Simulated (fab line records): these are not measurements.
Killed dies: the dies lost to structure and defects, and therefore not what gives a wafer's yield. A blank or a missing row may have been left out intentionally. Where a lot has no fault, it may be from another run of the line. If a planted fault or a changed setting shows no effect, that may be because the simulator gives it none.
Comparing a struck lot with a sound one + flow gf180mcu + 43 steps out of a route of 602
Sound: the wafers L865.1, L865.5, L865.6. Wafers L874.1, L874.2, L874.4 were the ones struck. At the end, the cause is stated.
Each step with rows lists, per side, the tool, then ch with its chambers, then its first start. Under that, the readings that differ: sound wafers + struck wafers + difference of the means + sigmas: that difference in standard deviations of wafers without a fault.
alike: same words and numbers on both sides, and readings whose means sit less than 2 such deviations apart. not compared: any withheld reading, any reading some wafer has no value for, any bound like >300 that may hide the same value, and any number with overlapping values for which the record gives no deviation.
Wherever a step has rows on one side only, a row that says differs or no value, or a row with sigmas, the two part there. Numbers that have no deviation but don't overlap get no sigmas and don't part them. A reading missing from all wafers of one side parts the sides only when that side holds two or more wafers.

first, 2 steps without rows for these wafers: GF_NWELL_IMPLANT_08; GF_NWELL_IMPLANT_09.
GF_NWELL_STRIP_10: strips in O2/N2.
  sound on plasma asher-01 ch 0,1, day 3 19:01; struck on plasma asher-01 ch 0,1, day 5 22:58
  alike: drypump motor current A, heater power w, oes product au, platen temp c, strip time to endpoint s
  not compared: rf hours counter h
GF_NWELL_TW_MEAS_11:
  struck on film metro-02, day 5 23:04; sound on film metro-04, day 3 19:07
  alike: NWELL_TW
then, 7 steps without rows for these wafers: GF_LVPWELL_DEHYDRATE_00 (time 60 s); GF_LVPWELL_HMDS_01 (prime time 60 s); GF_LVPWELL_COAT_02 (resist thk 3000 nm); GF_LVPWELL_SOFTBAKE_03; GF_LVPWELL_EXPOSE_04 (exposes mask LVPWELL, target cd 600 nm); GF_LVPWELL_PEB_05; GF_LVPWELL_DEVELOP_06 (develop time 60 s).
GF_LVPWELL_OVL_MEAS_07:
  struck on overlay-02, day 6 13:36; sound on overlay-02, day 4 08:24
  alike: LVPWELL_OVL
GF_LVPWELL_IMPLANT_08:
  sound on implanter-01 ch 0, day 4 08:26; struck on implanter-01 ch 0, day 6 13:38
| reading       | sound                            | struck                           | difference  | sigmas |
|---------------|----------------------------------|----------------------------------|-------------|--------|
| dose ions cm2 | 1.5023e+13 1.5017e+13 1.4982e+13 | 1.5574e+13 1.5581e+13 1.5551e+13 | +5.6133e+11 | +35    |
  alike: tilt deg
then, 1 step without rows for these wafers: GF_LVPWELL_IMPLANT_09.
GF_LVPWELL_STRIP_10: strips in O2/N2.
  sound on plasma asher-04 ch 0,1, day 4 08:44; struck on plasma asher-04 ch 0,1, day 6 13:56
  alike: drypump motor current A, heater power w, oes product au, platen temp c, strip time to endpoint s
  not compared: rf hours counter h
GF_LVPWELL_TW_MEAS_11:
  struck on film metro-04, day 6 14:02; sound on film metro-02, day 4 08:50
| reading    | sound       | struck      | difference | sigmas |
|------------|-------------|-------------|------------|--------|
| LVPWELL_TW | 552 549 550 | 566 568 571 | +18        | +3     |
then, 7 steps without rows for these wafers: GF_MVSD_DEHYDRATE_00 (time 60 s); GF_MVSD_HMDS_01 (prime time 60 s); GF_MVSD_COAT_02 (resist thk 3000 nm); GF_MVSD_SOFTBAKE_03; GF_MVSD_EXPOSE_04 (exposes mask MVSD, target cd 1000 nm); GF_MVSD_PEB_05; GF_MVSD_DEVELOP_06 (develop time 60 s).
GF_MVSD_OVL_MEAS_07:
  struck on overlay-02, day 7 04:19; sound on overlay-01, day 4 22:05
  alike: MVSD_OVL
then, 2 steps without rows for these wafers: GF_MVSD_IMPLANT_08; GF_MVSD_IMPLANT_09.
GF_MVSD_STRIP_10: strips in O2/N2.
  sound on plasma asher-01 ch 0,1, day 4 22:25; struck on plasma asher-03 ch 0,1, day 7 04:40
  alike: drypump motor current A, heater power w, oes product au, platen temp c, strip time to endpoint s
  not compared: rf hours counter h
GF_MVSD_TW_MEAS_11:
  struck on film metro-04, day 7 04:46; sound on film metro-04, day 4 22:31
  alike: MVSD_TW
then, 7 steps without rows for these wafers: GF_MVPSD_DEHYDRATE_00 (time 60 s); GF_MVPSD_HMDS_01 (prime time 60 s); GF_MVPSD_COAT_02 (resist thk 3000 nm); GF_MVPSD_SOFTBAKE_03; GF_MVPSD_EXPOSE_04 (exposes mask MVPSD, target cd 1000 nm); GF_MVPSD_PEB_05; GF_MVPSD_DEVELOP_06 (develop time 60 s).
GF_MVPSD_OVL_MEAS_07:
  struck on overlay-02, day 7 19:34; sound on overlay-02, day 5 12:28
  alike: MVPSD_OVL
then, 2 steps without rows for these wafers: GF_MVPSD_IMPLANT_08; GF_MVPSD_IMPLANT_09.
GF_MVPSD_STRIP_10: strips in O2/N2.
  sound on plasma asher-04 ch 0,1, day 5 12:49; struck on plasma asher-03 ch 0,1, day 7 19:55
  alike: drypump motor current A, heater power w, oes product au, platen temp c, strip time to endpoint s
  not compared: rf hours counter h
GF_MVPSD_TW_MEAS_11:
  struck on film metro-04, day 7 20:01; sound on film metro-02, day 5 12:55
  alike: MVPSD_TW
then, 2 steps without rows for these wafers: GF_VT_IMPLANT_DEHYDRATE_00 (time 60 s); GF_VT_IMPLANT_HMDS_01 (prime time 60 s).
-- the record jumps here: 3 days lie between the struck wafers' starts before and after --
GF_VT_IMPLANT_RS_MEAS_48: measures by four-point-probe.
  struck on film metro-03, day 10 16:11; sound on film metro-03, day 8 00:14
| reading             | sound          | struck         | difference | sigmas |
|---------------------|----------------|----------------|------------|--------|
| LVPWELL_RS (ohm/sq) | 1194 1194 1194 | 1171 1172 1173 | -22        | -7     |

## WHERE THEY PART
First at GF_LVPWELL_IMPLANT_08; last, within this record, at GF_VT_IMPLANT_RS_MEAS_48.

WHY: what the simulator had put in
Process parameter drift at GF_LVPWELL_IMPLANT_08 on implanter-01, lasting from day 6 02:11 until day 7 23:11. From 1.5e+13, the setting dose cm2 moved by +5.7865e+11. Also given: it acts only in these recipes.
